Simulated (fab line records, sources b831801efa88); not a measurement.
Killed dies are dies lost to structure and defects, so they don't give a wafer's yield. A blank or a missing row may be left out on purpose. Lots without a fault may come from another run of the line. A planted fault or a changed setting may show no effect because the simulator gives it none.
Tool commonality check | flow gf180mcu | 13 lots, 39 wafers sampled

WHY IT WAS OPENED
At GF_VT_IMPLANT_RS_MEAS_48 the reading LVPWELL_RS is flagged on 1 of 13 lots. Wafers without a fault read 1198 ohm/sq, standard deviation 4.1.
Rule: a lot is flagged when every wafer of it that has a number lies more than 4 standard deviations from that mean, or none has a number. The other lots count as sound.

lot  | measured     | on            | LVPWELL_RS (ohm/sq), wafer by wafer | flag
L354 | day 7 16:46  | film_metro-03 | 1190 1192 1192                      |
L355 | day 7 20:09  | film_metro-01 | 1198 1198 1199                      |
L356 | day 8 02:26  | film_metro-04 | 1197 1201 1199                      |
L357 | day 8 17:33  | film_metro-04 | 1201 1201 1202                      |
L358 | day 8 20:50  | film_metro-03 | 1192 1197 1194                      |
L360 | day 9 11:34  | film_metro-01 | 1198 1196 1196                      |
L361 | day 9 15:23  | film_metro-03 | 1192 1194 1195                      |
L362 | day 9 21:35  | film_metro-01 | 1201 1202 1202                      |
L364 | day 10 08:05 | film_metro-03 | 1201 1198 1199                      |
L366 | day 10 19:08 | film_metro-01 | 1222 1218 1223                      | FLAGGED
L371 | day 12 09:18 | film_metro-03 | 1196 1197 1199                      |
L372 | day 12 15:33 | film_metro-03 | 1195 1196 1196                      |
L376 | day 13 15:55 | film_metro-01 | 1202 1202 1201                      |
The numbers of the flagged lots are 1221 ohm/sq on average: +23 ohm/sq against the usual, or +6 standard deviations.

WHICH TOOL RAN EACH LOT
The record holds 1 process step before the reading, out of a route of 602 steps. In each cell: the tool, then ch and the chambers that the sampled wafers went through, then the start.
lot  | flag    | GF_LVPWELL_IMPLANT_08
L354 |         | implanter-02 ch 0, day 3 22:22
L355 |         | implanter-02 ch 0, day 4 02:07
L356 |         | implanter-03 ch 0, day 4 07:27
L357 |         | implanter-02 ch 0, day 4 19:34
L358 |         | implanter-03 ch 0, day 4 22:29
L360 |         | implanter-04 ch 0, day 5 10:28
L361 |         | implanter-03 ch 0, day 5 14:41
L362 |         | implanter-04 ch 0, day 5 19:14
L364 |         | implanter-02 ch 0, day 6 05:56
L366 | FLAGGED | implanter-02 ch 0, day 6 14:20
L371 |         | implanter-04 ch 0, day 7 21:22
L372 |         | implanter-03 ch 0, day 8 02:13
L376 |         | implanter-03 ch 0, day 8 23:31
What these steps do:
- GF_LVPWELL_IMPLANT_08
- GF_VT_IMPLANT_RS_MEAS_48: measures by four-point-probe.

FLAGGED OVER TOTAL, TOOL BY TOOL (the gauges that took the reading come last)
step                     | tool          | lots run | flagged | share of the flagged lots | sound lots run after its first flagged lot
GF_LVPWELL_IMPLANT_08    | implanter-02  | 5        | 1       | all                       | 0
GF_LVPWELL_IMPLANT_08    | implanter-03  | 5        | 0       | none                      | -
GF_LVPWELL_IMPLANT_08    | implanter-04  | 3        | 0       | none                      | -
GF_VT_IMPLANT_RS_MEAS_48 | film_metro-01 | 5        | 1       | all                       | 1 (L376)
GF_VT_IMPLANT_RS_MEAS_48 | film_metro-03 | 6        | 0       | none                      | -
GF_VT_IMPLANT_RS_MEAS_48 | film_metro-04 | 2        | 0       | none                      | -

WHAT THE TABLE ALLOWS
2 rows of the table ran every flagged lot: implanter-02 at GF_LVPWELL_IMPLANT_08, film_metro-01 at GF_VT_IMPLANT_RS_MEAS_48.
- implanter-02 at GF_LVPWELL_IMPLANT_08: 1 of its 5 lots flagged. Its last sound lot is L364 (day 6 05:56), its first flagged lot L366 (day 6 14:20): a fault that began between those two fits.
- film_metro-01 at GF_VT_IMPLANT_RS_MEAS_48: 1 of its 5 lots flagged. Sound lots ran on it after the first flagged one (L376), which a lasting fault on the whole tool wouldn't allow.
One tool is left: implanter-02 at GF_LVPWELL_IMPLANT_08.

WHAT THE SIMULATOR HAD PUT IN
Process parameter drift: implanter-02, from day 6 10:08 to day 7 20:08, at GF_LVPWELL_IMPLANT_08. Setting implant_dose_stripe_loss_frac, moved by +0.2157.
Lots struck among those shown: L366. The rule above found the same.
